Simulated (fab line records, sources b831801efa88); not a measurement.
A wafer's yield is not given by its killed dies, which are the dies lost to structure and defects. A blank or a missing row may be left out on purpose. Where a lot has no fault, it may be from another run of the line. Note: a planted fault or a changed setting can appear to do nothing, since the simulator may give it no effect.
fab line records	flow sfqLine
record lots=5	wafers=23
route steps=325 shown I4@170 JJ@180 M5@202 R5@212 I5@233
startH: hours from the record's first day to the start of the lot's first wafer shown	waitH: hours elapsed since this lot's preceding step	" the same as in the row above	L1.1+2: several wafers, shown together as one row	- no value, or no start given	* or withheld: withheld	< > ~ a bound
route shown NAME@n: names a module that has steps shown in the file, with the first one's number in the route	usual: mean/standard deviation of fault-free wafers	same: alike in all rows	chamber/n: place in a boat	sites: the reading at each site	_std_site: the standard deviation of these	_edge_site: mean of outer sites minus mean of inner sites	radiusMm: for every site, how far away it sits from the centre of the wafer	mask NAME#n: copy n	behind: the last tool/chamber to shape the wafer	hold: reason for holding the lot/hours on hold/outcome of the hold	device: names the non-switching transistor (n, p or np)	end of line: the route-end tests of the same wafers	a step given without rows: its recipe and nothing more	killed: the dies lost at the first sort to structure and to defects; this is not the yield of the wafer	map: shows each die of a wafer: x if killed, . if not, _ if none is there
set.NAME: the run value of the setting; set.NAME@STEP: its run value at that earlier step	model.NAME: the simulator's own value behind a step, which no gauge read
lots where settings were altered on purpose, with a table for each step and a row for each wafer
## steps
# step SFQ_TRILAYER_I4_VIA_LITHO_EXPOSE_104
# recipe maskId=I4	na=0.6	sourceShape=conventional	sigmaOuter=0.65	targetCdNm=700	doseMj=21.3
lot.wafer	tool	chamber	startH	waitH	mask	set.doseMj
L074.1+2+3+4+5	krfScanner-01	0	899.15	-	I4#0	21.3
L077.1+4+5	krfScanner-02	0	922.89	-	I4#0	21.3
L082.1+2+3+4+5	krfScanner-01	0	1076.55	-	I4#0	21.3
L084.1+3	krfScanner-01	0	1083.75	-	I4#0	21.3
L084.4+5+6	"	0	"	"	I4#0	22.39
L085.1+2+6	krfScanner-01	0	1089.75	-	I4#0	20.52
L085.3+4	"	0	"	"	I4#0	21.3
# step SFQ_TRILAYER_I4_VIA_LITHO_PEB_106
# recipe pebTempC=115	pebTimeS=60	resist=KrF
# step SFQ_TRILAYER_I4_VIA_LITHO_DEVELOP_105
# recipe timeS=60	resist=KrF
# step SFQ_TRILAYER_I4_VIA_BARC_OPEN_VIA_ETCH_146
# recipe maskMaterial=PR	chemistry=O2	targetDepthNm=125	target=BARC	sourceW=500	biasW=80	pressureMtorr=30	timeS=41.7
lot.wafer	tool	chamber	startH	waitH	set.doseMj@TRILAYER_I4_VIA_LITHO_EXPOSE_104	model.I4.cdNm
L074.1	rieDiel-04	2	900.69	0.0	21.3	700.8
L074.2+5	"	3	"	"	21.3	702
L074.3	"	1	"	"	21.3	701.6
L074.4	"	0	"	"	21.3	700.3
L077.1	rieDiel-02	3	924.43	0.0	21.3	698.7
L077.4	"	0	"	"	21.3	699.4
L077.5	"	0	"	"	21.3	699.2
L082.1	rieDiel-02	1	1078.09	0.0	21.3	702.4
L082.2	"	0	"	"	21.3	702.1
L082.3	"	2	"	"	21.3	703.5
L082.4	"	2	"	"	21.3	700.1
L082.5	"	1	"	"	21.3	702
L084.1	rieDiel-01	2	1085.29	0.0	21.3	698.9
L084.3	"	0	"	"	21.3	698.6
L084.4	"	1	"	"	22.39	705.5
L084.5	"	2	"	"	22.39	705.8
L084.6	"	3	"	"	22.39	704.6
L085.1	rieDiel-04	3	1091.29	0.0	20.52	694.2
L085.2	"	2	"	"	20.52	697.9
L085.3	"	1	"	"	21.3	703
L085.4	"	2	"	"	21.3	701.5
L085.6	"	3	"	"	20.52	693.4
# step SFQ_TRILAYER_I4_VIA_ETCH_VIA_ETCH_106
# recipe target=SiO2	stopOn=Nb	maskMaterial=PR	taperDeg=20	chemistry=CHF3	targetDepthNm=260	sourceW=500	biasW=80	pressureMtorr=30	timeS=withheld
lot.wafer	tool	chamber	startH	waitH	set.doseMj@TRILAYER_I4_VIA_LITHO_EXPOSE_104	model.I4.cdNm
L074.1	rieDiel-04	2	900.73	0.0	21.3	700.2
L074.2	"	3	"	"	21.3	700.6
L074.3	"	1	"	"	21.3	701.4
L074.4	"	0	"	"	21.3	699.8
L074.5	"	3	"	"	21.3	701.1
L077.1	rieDiel-02	3	924.47	0.0	21.3	698.9
L077.4	"	0	"	"	21.3	697.6
L077.5	"	0	"	"	21.3	696.4
L082.1	rieDiel-02	1	1078.13	0.0	21.3	701.4
L082.2	"	0	"	"	21.3	699.2
L082.3	"	2	"	"	21.3	704.8
L082.4	"	2	"	"	21.3	700.9
L082.5	"	1	"	"	21.3	701.7
L084.1	rieDiel-01	2	1085.33	0.0	21.3	696.9
L084.3	"	0	"	"	21.3	697.4
L084.4	"	1	"	"	22.39	708.6
L084.5	"	2	"	"	22.39	704.9
L084.6	"	3	"	"	22.39	704.4
L085.1	rieDiel-04	3	1091.33	0.0	20.52	694.9
L085.2	"	2	"	"	20.52	697.9
L085.3	"	1	"	"	21.3	703.6
L085.4	"	2	"	"	21.3	702.9
L085.6	"	3	"	"	20.52	693.3
# step SFQ_TRILAYER_JJ_TRILAYER_DEP_SPUTTER_110
# recipe material=Al	basePressurePa=1.33e-06	targetThkNm=8	powerW=500	timeS=10	chamberPressurePa=0.4
lot.wafer	tool	chamber	startH	waitH	set.timeS	model.Al_of_TRILAYER_JJ_TRILAYER_DEP_SPUTTER_110.thkNm
L074.1	pvdSputter-03	-	901.73	0.0	10	8.059
L074.2	"	-	"	"	10	7.967
L074.3	"	-	"	"	10	8.084
L074.4	"	-	"	"	10	8.073
L074.5	"	-	"	"	10	7.974
L077.1	pvdSputter-04	-	925.49	0.0	10	7.956
L077.4	"	-	"	"	10	7.909
L077.5	"	-	"	"	10	8.01
L082.1	pvdSputter-04	-	1079.32	0.0	10	7.88
L082.2	"	-	"	"	10	7.98
L082.3	"	-	"	"	11.26	8.985
L082.4	"	-	"	"	11.26	8.921
L082.5	"	-	"	"	10	7.931
L084.1	pvdSputter-04	-	1086.53	0.0	10	8.088
L084.3	"	-	"	"	10.91	8.655
L084.4	"	-	"	"	10	8.005
L084.5	"	-	"	"	10.91	8.648
L084.6	"	-	"	"	10.91	8.661
L085.1	pvdSputter-06	-	1092.32	0.0	9.466	7.788
L085.2	"	-	"	"	9.466	7.758
L085.3	"	-	"	"	10	7.943
L085.4	"	-	"	"	10	8.186
L085.6	"	-	"	"	10	8.031
# step SFQ_TRILAYER_JJ_TRILAYER_DEP_SPUTTER_112
# recipe material=Nb	basePressurePa=1.33e-06	chamberPressurePa=0.1333	substrateTempC=20	targetThkNm=170	powerW=2000	timeS=113.3
lot.wafer	tool	chamber	startH	waitH	set.powerW	model.Nb_of_TRILAYER_JJ_TRILAYER_DEP_SPUTTER_112.thkNm
L074.1	pvdSputter-03	-	902.83	0.5	2000	172.3
L074.2	"	-	"	"	1783	151.4
L074.3	"	-	"	"	1783	151.2
L074.4	"	-	"	"	2000	174.3
L074.5	"	-	"	"	2000	169.8
L077.1	pvdSputter-04	-	926.51	0.5	2000	170.2
L077.4	"	-	"	"	2000	171.1
L077.5	"	-	"	"	2000	169.6
L082.1	pvdSputter-04	-	1080.34	0.5	2000	169.6
L082.2	"	-	"	"	2000	171.9
L082.3	"	-	"	"	2000	170.6
L082.4	"	-	"	"	2000	171.5
L082.5	"	-	"	"	2000	172.1
L084.1+5	pvdSputter-04	-	1087.56	0.5	2000	170.6
L084.3	"	-	"	"	2211	188.6
L084.4	"	-	"	"	2211	188.5
L084.6	"	-	"	"	2211	189.9
L085.1	pvdSputter-06	-	1093.34	0.5	1858	161.2
L085.2	"	-	"	"	1858	160.4
L085.3	"	-	"	"	2000	173.7
L085.4	"	-	"	"	1858	159.1
L085.6	"	-	"	"	2000	172.9
# step SFQ_JJ_RS_MEAS_929
# recipe thkMeasGauge=four-point-probe	reads=Nb_of_TRILAYER_JJ_TRILAYER_DEP_SPUTTER_112
# usual JJ_NB_RS=1.047/0.011
lot.wafer	tool	chamber	startH	waitH	set.powerW@TRILAYER_JJ_TRILAYER_DEP_SPUTTER_112	JJ_NB_RS[ohm/sq]
L074.1	filmMetro-04	-	902.98	0.1	2000	1.031
L074.2	"	-	"	"	1783	1.176
L074.3	"	-	"	"	1783	1.177
L074.4	"	-	"	"	2000	1.022
L074.5	"	-	"	"	2000	1.047
L077.1	filmMetro-03	-	926.59	0.0	2000	1.045
L077.4	"	-	"	"	2000	1.040
L077.5	"	-	"	"	2000	1.052
L082.1	filmMetro-04	-	1080.42	0.0	2000	1.048
L082.2	"	-	"	"	2000	1.035
L082.3	"	-	"	"	2000	1.043
L082.4	"	-	"	"	2000	1.038
L082.5	"	-	"	"	2000	1.034
L084.1	filmMetro-04	-	1087.64	0.0	2000	1.041
L084.3	"	-	"	"	2211	0.941
L084.4	"	-	"	"	2211	0.941
L084.5	"	-	"	"	2000	1.041
L084.6	"	-	"	"	2211	0.937
L085.1	filmMetro-03	-	1093.42	0.0	1858	1.104
L085.2	"	-	"	"	1858	1.110
L085.3	"	-	"	"	2000	1.025
L085.4	"	-	"	"	1858	1.117
L085.6	"	-	"	"	2000	1.028
# step SFQ_TRILAYER_JJ_CE_LITHO_PEB_117
# recipe pebTempC=115	pebTimeS=60	resist=KrF
lot.wafer	tool	chamber	startH	waitH	set.pebTempC
L074.1+2+5	lithoTrack-01	0	1021.31	1.0	115
L074.3+4	"	0	"	"	116
L077.1+4+5	lithoTrack-03	0	1034.61	1.0	115
L082.1+4	lithoTrack-04	0	1082.68	1.0	111.5
L082.2+3+5	"	0	"	"	115
L084.1+3+4	lithoTrack-04	0	1089.77	1.0	115
L084.5+6	"	0	"	"	116.8
L085.1+2+3+4+6	lithoTrack-04	0	1098.17	1.0	115
# step SFQ_TRILAYER_JJ_CE_LITHO_DEVELOP_116
# recipe timeS=60	resist=KrF
# step SFQ_TRILAYER_JJ_CE_METRO_MEASURE_117
# usual cdNm=700.3/1.4
lot.wafer	tool	chamber	startH	waitH	set.pebTempC@TRILAYER_JJ_CE_LITHO_PEB_117	cdNm
L074.1	cdSem-01	-	1021.65	0.0	115	697.4
L074.2	"	-	"	"	115	697.8
L074.3	"	-	"	"	116	679.7
L074.4	"	-	"	"	116	680.7
L074.5	"	-	"	"	115	697.3
L077.1	cdSem-02	-	1034.95	0.0	115	700.6
L077.4	"	-	"	"	115	701.6
L077.5	"	-	"	"	115	701.4
L082.1	cdSem-02	-	1083.01	0.0	111.5	776.0
L082.2	"	-	"	"	115	702.0
L082.3	"	-	"	"	115	701.5
L082.4	"	-	"	"	111.5	775.2
L082.5	"	-	"	"	115	702.0
L084.1	cdSem-02	-	1090.13	0.0	115	699.2
L084.3	"	-	"	"	115	698.0
L084.4	"	-	"	"	115	700.5
L084.5	"	-	"	"	116.8	669.2
L084.6	"	-	"	"	116.8	669.0
L085.1	cdSem-01	-	1100.96	0.0	115	698.7
L085.2	"	-	"	"	115	698.9
L085.3	"	-	"	"	115	699.3
L085.4	"	-	"	"	115	697.4
L085.6	"	-	"	"	115	699.6
# step SFQ_TRILAYER_JJ_CE_BARC_OPEN_RIE_150
# recipe maskMaterial=PR	chemistry=O2	targetDepthNm=240	target=BARC	icpW=600	biasW=80	pressureMtorr=10	timeS=80
lot.wafer	tool	chamber	startH	waitH	set.pebTempC@TRILAYER_JJ_CE_LITHO_PEB_117	model.JJ.cdNm
L074.1	rieMetal-01	0	1022.85	1.0	115	696.4
L074.2+5	"	1	"	"	115	696.9
L074.3	"	0	"	"	116	678
L074.4	"	1	"	"	116	680.6
L077.1	rieMetal-04	1	1036.15	1.0	115	701.9
L077.4	"	1	"	"	115	701.3
L077.5	"	0	"	"	115	701.2
L082.1	rieMetal-04	0	1084.21	1.0	111.5	776.4
L082.2	"	1	"	"	115	701.5
L082.3	"	1	"	"	115	700.3
L082.4	"	0	"	"	111.5	775
L082.5	"	1	"	"	115	702.8
L084.1	rieMetal-03	1	1091.33	1.0	115	698.6
L084.3	"	0	"	"	115	695.6
L084.4	"	1	"	"	115	699.5
L084.5	"	1	"	"	116.8	668.3
L084.6	"	0	"	"	116.8	667
L085.1	rieMetal-03	1	1103.01	1.9	115	698.1
L085.2	"	0	"	"	115	696
L085.3	"	1	"	"	115	697.8
L085.4	"	0	"	"	115	693.5
L085.6	"	1	"	"	115	698.2
# step SFQ_TRILAYER_M5_LITHO_PEB_126
# recipe pebTempC=115	pebTimeS=60	resist=KrF
lot.wafer	tool	chamber	startH	waitH	set.pebTimeS
L074.1+2+4	lithoTrack-01	0	1141.48	1.0	60
L074.3+5	"	0	"	"	66.12
L077.1+4+5	lithoTrack-01	0	1157.08	1.0	60
L082.1+5	lithoTrack-01	0	1215.88	1.0	64.82
L082.2+3+4	"	0	"	"	60
L084.1+3	lithoTrack-02	0	1223.08	1.0	60
L084.4+5+6	"	0	"	"	55.93
L085.1+3+4	lithoTrack-02	0	1238.48	1.0	65.37
L085.2+6	"	0	"	"	60
# step SFQ_TRILAYER_M5_LITHO_DEVELOP_125
# recipe timeS=60	resist=KrF
# step SFQ_TRILAYER_M5_BARC_OPEN_METAL_ETCH_161
# recipe maskMaterial=PR	chemistry=O2	targetDepthNm=125	target=BARC	icpW=600	biasW=80	pressureMtorr=10	timeS=43.07
lot.wafer	tool	chamber	startH	waitH	set.pebTimeS@TRILAYER_M5_LITHO_PEB_126	model.M5.cdNm
L074.1	rieMetal-03	1	1141.81	0.0	60	701.8
L074.2	"	0	"	"	60	700.9
L074.3	"	0	"	"	66.12	687
L074.4	"	1	"	"	60	703
L074.5	"	1	"	"	66.12	688.1
L077.1	rieMetal-03	0	1157.41	0.0	60	700.2
L077.4	"	1	"	"	60	700.7
L077.5	"	1	"	"	60	699.7
L082.1	rieMetal-03	1	1216.21	0.0	64.82	689
L082.2	"	1	"	"	60	701.4
L082.3	"	1	"	"	60	700.8
L082.4	"	1	"	"	60	701.3
L082.5	"	1	"	"	64.82	688.9
L084.1	rieMetal-02	1	1223.41	0.0	60	698.9
L084.3	"	1	"	"	60	698
L084.4	"	0	"	"	55.93	709.8
L084.5	"	0	"	"	55.93	710.6
L084.6	"	1	"	"	55.93	709.3
L085.1	rieMetal-01	1	1238.81	0.0	65.37	691.6
L085.2	"	0	"	"	60	702.1
L085.3	"	0	"	"	65.37	691.3
L085.4	"	1	"	"	65.37	691.9
L085.6	"	1	"	"	60	702.3
# step SFQ_TRILAYER_M5_ETCH_METAL_ETCH_126
# recipe target=Nb	stopOn=SiO2	maskMaterial=PR	overEtchFrac=0.15	timeS=203.2	chemistry=Cl2/BCl3	targetDepthNm=265	icpW=600	biasW=80	pressureMtorr=10
lot.wafer	tool	chamber	startH	waitH	set.pebTimeS@TRILAYER_M5_LITHO_PEB_126	model.M5.cdNm
L074.1	rieMetal-03	1	1141.87	0.0	60	700
L074.2	"	0	"	"	60	700.7
L074.3	"	0	"	"	66.12	685.5
L074.4	"	1	"	"	60	700.5
L074.5	"	1	"	"	66.12	684.8
L077.1	rieMetal-03	0	1157.47	0.0	60	700.2
L077.4	"	1	"	"	60	699.1
L077.5	"	1	"	"	60	699.3
L082.1+5	rieMetal-03	1	1216.33	0.1	64.82	686.9
L082.2	"	1	"	"	60	698.8
L082.3	"	1	"	"	60	699.6
L082.4	"	1	"	"	60	701.4
L084.1	rieMetal-02	1	1223.47	0.0	60	698.6
L084.3	"	1	"	"	60	697.8
L084.4	"	0	"	"	55.93	708.9
L084.5	"	0	"	"	55.93	710.1
L084.6	"	1	"	"	55.93	709.4
L085.1	rieMetal-01	1	1238.87	0.0	65.37	692.1
L085.2	"	0	"	"	60	703.3
L085.3	"	0	"	"	65.37	690.6
L085.4	"	1	"	"	65.37	692.2
L085.6	"	1	"	"	60	702.8
# step SFQ_TRILAYER_R5_DEP_SPUTTER_132
# recipe material=Ti	basePressurePa=1.33e-06	targetThkNm=5	powerW=2000	timeS=5	chamberPressurePa=0.4
lot.wafer	tool	chamber	startH	waitH	set.timeS	model.Ti_of_TRILAYER_R5_DEP_SPUTTER_132.thkNm
L074.1	pvdSputter-04	-	1154.16	1.0	4.259	4.315
L074.2	"	-	"	"	5	5.073
L074.3	"	-	"	"	5	5.12
L074.4	"	-	"	"	4.259	4.339
L074.5	"	-	"	"	5	5.086
L077.1	pvdSputter-03	-	1169.16	1.0	5	4.953
L077.4	"	-	"	"	5	4.732
L077.5	"	-	"	"	5	4.735
L082.1	pvdSputter-05	-	1222.39	1.0	5	4.999
L082.2	"	-	"	"	5.673	5.673
L082.3	"	-	"	"	5	4.989
L082.4	"	-	"	"	5.673	5.691
L082.5	"	-	"	"	5.673	5.656
L084.1	pvdSputter-05	-	1231.05	1.0	5.649	5.361
L084.3	"	-	"	"	5.649	5.442
L084.4	"	-	"	"	5	4.814
L084.5	"	-	"	"	5.649	5.464
L084.6	"	-	"	"	5	4.827
L085.1	pvdSputter-03	-	1244.67	1.0	5	5.038
L085.2	"	-	"	"	5	5.054
L085.3	"	-	"	"	5	4.972
L085.4	"	-	"	"	5	4.986
L085.6	"	-	"	"	5	5.081
# step SFQ_TRILAYER_R5_LITHO_COAT_136
# recipe resist=KrF	spinRpm=3000	resistThkNm=600
lot.wafer	tool	chamber	startH	waitH	set.spinRpm	model.KrF_of_TRILAYER_R5_LITHO_COAT_136.thkNm
L074.1	lithoTrack-04	0	1154.74	0.2	3125	-
L074.2	"	0	"	"	3125	586.9
L074.3	"	0	"	"	3125	584.7
L074.4	"	0	"	"	3000	-
L074.5	"	0	"	"	3000	598.2
L077.1	lithoTrack-04	0	1169.73	0.2	3000	597.7
L077.4	"	0	"	"	3000	598
L077.5	"	0	"	"	3000	599.3
L082.1	lithoTrack-03	0	1222.96	0.2	3000	602.3
L082.2+4	"	0	"	"	2831	-
L082.3	"	0	"	"	3000	601
L082.5	"	0	"	"	3000	-
L084.1	lithoTrack-04	0	1231.63	0.2	3075	-
L084.3+5	"	0	"	"	3000	-
L084.4	"	0	"	"	3075	592.9
L084.6	"	0	"	"	3000	601.6
L085.1	lithoTrack-02	0	1245.24	0.2	3000	597
L085.2	"	0	"	"	3000	598.6
L085.3	"	0	"	"	2807	618.6
L085.4	"	0	"	"	2807	618.9
L085.6	"	0	"	"	2807	618.3
# step SFQ_TRILAYER_R5_LITHO_SOFTBAKE_140
# recipe tempC=withheld	timeS=withheld	resist=KrF
# step SFQ_TRILAYER_R5_LITHO_EXPOSE_137
# recipe maskId=R5	na=0.6	sourceShape=conventional	sigmaOuter=0.65	targetCdNm=500	doseMj=14.4
# step SFQ_TRILAYER_R5_BARC_OPEN_METAL_ETCH_177
# recipe maskMaterial=PR	chemistry=O2	targetDepthNm=125	target=BARC	icpW=600	biasW=80	pressureMtorr=10	timeS=41.7
# step SFQ_TRILAYER_R5_ETCH_METAL_ETCH_139
# recipe stopOn=SiO2	maskMaterial=PR	chemistry=Cl2	targetDepthNm=60	icpW=600	biasW=80	pressureMtorr=10	timeS=40
lot.wafer	tool	chamber	startH	waitH	set.spinRpm@TRILAYER_R5_LITHO_COAT_136	model.KrF_of_TRILAYER_R5_LITHO_COAT_136.thkNm
L074.1	rieMetal-02	1	1298.97	0.0	3125	-
L074.2	"	0	"	"	3125	486.1
L074.3	"	0	"	"	3125	483.4
L074.4	"	1	"	"	3000	-
L074.5	"	0	"	"	3000	497.2
L077.1	rieMetal-04	1	1313.37	0.0	3000	496.3
L077.4	"	1	"	"	3000	496.9
L077.5	"	0	"	"	3000	497.4
L082.1	rieMetal-04	0	1368.30	0.0	3000	500.6
L082.2+4	"	1	"	"	2831	-
L082.3	"	0	"	"	3000	499
L082.5	"	1	"	"	3000	-
L084.1	rieMetal-02	0	1375.50	0.0	3075	-
L084.3+5	"	1	"	"	3000	-
L084.4	"	0	"	"	3075	491.7
L084.6	"	0	"	"	3000	501
L085.1	rieMetal-03	1	1389.90	0.0	3000	497
L085.2	"	0	"	"	3000	496.1
L085.3	"	0	"	"	2807	516.3
L085.4	"	1	"	"	2807	518.8
L085.6	"	0	"	"	2807	515.5
# step SFQ_TRILAYER_I5_LITHO_PEB_147
# recipe pebTempC=115	pebTimeS=60	resist=KrF
lot.wafer	tool	chamber	startH	waitH	set.pebTempC
L074.1+3+5	lithoTrack-01	0	1441.70	1.0	111.4
L074.2+4	"	0	"	"	115
L077.1+4+5	lithoTrack-03	0	1456.10	1.0	115
L082.1+2+4	lithoTrack-02	0	1512.62	1.0	117.6
L082.3+5	"	0	"	"	115
L084.1+3+4+5+6	lithoTrack-02	0	1518.62	1.0	115
L085.1+3+6	lithoTrack-02	0	1530.62	1.0	115
L085.2+4	"	0	"	"	114
# step SFQ_TRILAYER_I5_LITHO_DEVELOP_146
# recipe timeS=60	resist=KrF
# step SFQ_TRILAYER_I5_BARC_OPEN_VIA_ETCH_200
# recipe maskMaterial=PR	chemistry=O2	targetDepthNm=125	target=BARC	sourceW=500	biasW=80	pressureMtorr=30	timeS=41.7
lot.wafer	tool	chamber	startH	waitH	set.pebTempC@TRILAYER_I5_LITHO_PEB_147	model.I5.cdNm
L074.1	rieDiel-01	0	1442.03	0.0	111.4	624.4
L074.2	"	3	"	"	115	701.5
L074.3	"	1	"	"	111.4	625
L074.4	"	2	"	"	115	702.3
L074.5	"	3	"	"	111.4	624.1
L077.1	rieDiel-01	3	1456.43	0.0	115	701.4
L077.4	"	2	"	"	115	700.4
L077.5	"	3	"	"	115	701.6
L082.1	rieDiel-02	0	1512.96	0.0	117.6	738.1
L082.2	"	3	"	"	117.6	740.6
L082.3	"	2	"	"	115	698.5
L082.4	"	1	"	"	117.6	740.9
L082.5	"	2	"	"	115	696.1
L084.1	rieDiel-01	2	1518.96	0.0	115	701.4
L084.3	"	1	"	"	115	701.8
L084.4	"	0	"	"	115	700.7
L084.5	"	3	"	"	115	701
L084.6	"	0	"	"	115	700.8
L085.1	rieDiel-02	3	1530.96	0.0	115	700.6
L085.2	"	0	"	"	114	681.3
L085.3	"	1	"	"	115	697.7
L085.4	"	2	"	"	114	680.2
L085.6	"	1	"	"	115	699.8
# step SFQ_TRILAYER_I5_ETCH_VIA_ETCH_147
# recipe stopOn=Nb	maskMaterial=PR	chemistry=CHF3	targetDepthNm=360	sourceW=500	biasW=80	pressureMtorr=30	timeS=withheld
lot.wafer	tool	chamber	startH	waitH	set.biasW	set.pebTempC@TRILAYER_I5_LITHO_PEB_147	model.I5.cdNm
L074.1	rieDiel-01	0	1442.07	0.0	84.84	111.4	623.5
L074.2	"	3	"	"	84.84	115	698.7
L074.3	"	1	"	"	80	111.4	623.2
L074.4	"	2	"	"	84.84	115	699.1
L074.5	"	3	"	"	80	111.4	621.3
L077.1	rieDiel-01	3	1456.47	0.0	80	115	699.3
L077.4	"	2	"	"	80	115	696.4
L077.5	"	3	"	"	80	115	698.2
L082.1+4	rieDiel-02	0,1	1513.00	0.0	76.83	117.6	739.3
L082.2	"	3	"	"	80	117.6	740.3
L082.3	"	2	"	"	80	115	697.1
L082.5	"	2	"	"	76.83	115	695.7
L084.1	rieDiel-01	2	1519.00	0.0	87.4	115	698
L084.3	"	1	"	"	87.4	115	699.7
L084.4	"	0	"	"	87.4	115	697.1
L084.5	"	3	"	"	80	115	695.9
L084.6	"	0	"	"	80	115	698.2
L085.1	rieDiel-02	3	1531.00	0.0	80	115	702.3
L085.2	"	0	"	"	80	114	683.4
L085.3	"	1	"	"	80	115	697.5
L085.4	"	2	"	"	80	114	680.4
L085.6	"	1	"	"	80	115	699.2
## key
split step=SFQ_TRILAYER_I4_VIA_LITHO_EXPOSE_104	setting=doseMj	stated=21.3	by=wafer
response step=SFQ_TRILAYER_I4_VIA_BARC_OPEN_VIA_ETCH_146	reading=model.I4.cdNm	change=+1.5	per=1%	r=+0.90
response step=SFQ_TRILAYER_I4_VIA_ETCH_VIA_ETCH_106	reading=model.I4.cdNm	change=+1.87	per=1%	r=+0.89
split step=SFQ_TRILAYER_JJ_TRILAYER_DEP_SPUTTER_110	setting=timeS	stated=10	by=wafer
response step=SFQ_TRILAYER_JJ_TRILAYER_DEP_SPUTTER_110	reading=model.Al_of_TRILAYER_JJ_TRILAYER_DEP_SPUTTER_110.thkNm	change=+0.0737	per=1%	r=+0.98
split step=SFQ_TRILAYER_JJ_TRILAYER_DEP_SPUTTER_112	setting=powerW	stated=2000	by=wafer
response step=SFQ_TRILAYER_JJ_TRILAYER_DEP_SPUTTER_112	reading=model.Nb_of_TRILAYER_JJ_TRILAYER_DEP_SPUTTER_112.thkNm	change=+1.83	per=1%	r=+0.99
response step=SFQ_JJ_RS_MEAS_929	reading=JJ_NB_RS	change=-0.0115	per=1%	r=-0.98
split step=SFQ_TRILAYER_JJ_CE_LITHO_PEB_117	setting=pebTempC	stated=115	by=wafer
response step=SFQ_TRILAYER_JJ_CE_METRO_MEASURE_117	reading=cdNm	change=-23	per=1%	r=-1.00
response step=SFQ_TRILAYER_JJ_CE_BARC_OPEN_RIE_150	reading=model.JJ.cdNm	change=-23.1	per=1%	r=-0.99
split step=SFQ_TRILAYER_M5_LITHO_PEB_126	setting=pebTimeS	stated=60	by=wafer
response step=SFQ_TRILAYER_M5_BARC_OPEN_METAL_ETCH_161	reading=model.M5.cdNm	change=-1.42	per=1%	r=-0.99
response step=SFQ_TRILAYER_M5_ETCH_METAL_ETCH_126	reading=model.M5.cdNm	change=-1.49	per=1%	r=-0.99
split step=SFQ_TRILAYER_R5_DEP_SPUTTER_132	setting=timeS	stated=5	by=wafer
response step=SFQ_TRILAYER_R5_DEP_SPUTTER_132	reading=model.Ti_of_TRILAYER_R5_DEP_SPUTTER_132.thkNm	change=+0.0497	per=1%	r=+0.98
split step=SFQ_TRILAYER_R5_LITHO_COAT_136	setting=spinRpm	stated=3000	by=wafer
response step=SFQ_TRILAYER_R5_LITHO_COAT_136	reading=model.KrF_of_TRILAYER_R5_LITHO_COAT_136.thkNm	change=-3.2	per=1%	r=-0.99
response step=SFQ_TRILAYER_R5_ETCH_METAL_ETCH_139	reading=model.KrF_of_TRILAYER_R5_LITHO_COAT_136.thkNm	change=-3.15	per=1%	r=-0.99
split step=SFQ_TRILAYER_I5_LITHO_PEB_147	setting=pebTempC	stated=115	by=wafer
response step=SFQ_TRILAYER_I5_BARC_OPEN_VIA_ETCH_200	reading=model.I5.cdNm	change=+22.6	per=1%	r=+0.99
response step=SFQ_TRILAYER_I5_ETCH_VIA_ETCH_147	reading=model.I5.cdNm	change=+22.5	per=1%	r=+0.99
split step=SFQ_TRILAYER_I5_ETCH_VIA_ETCH_147	setting=biasW	stated=80	by=wafer
response none clear
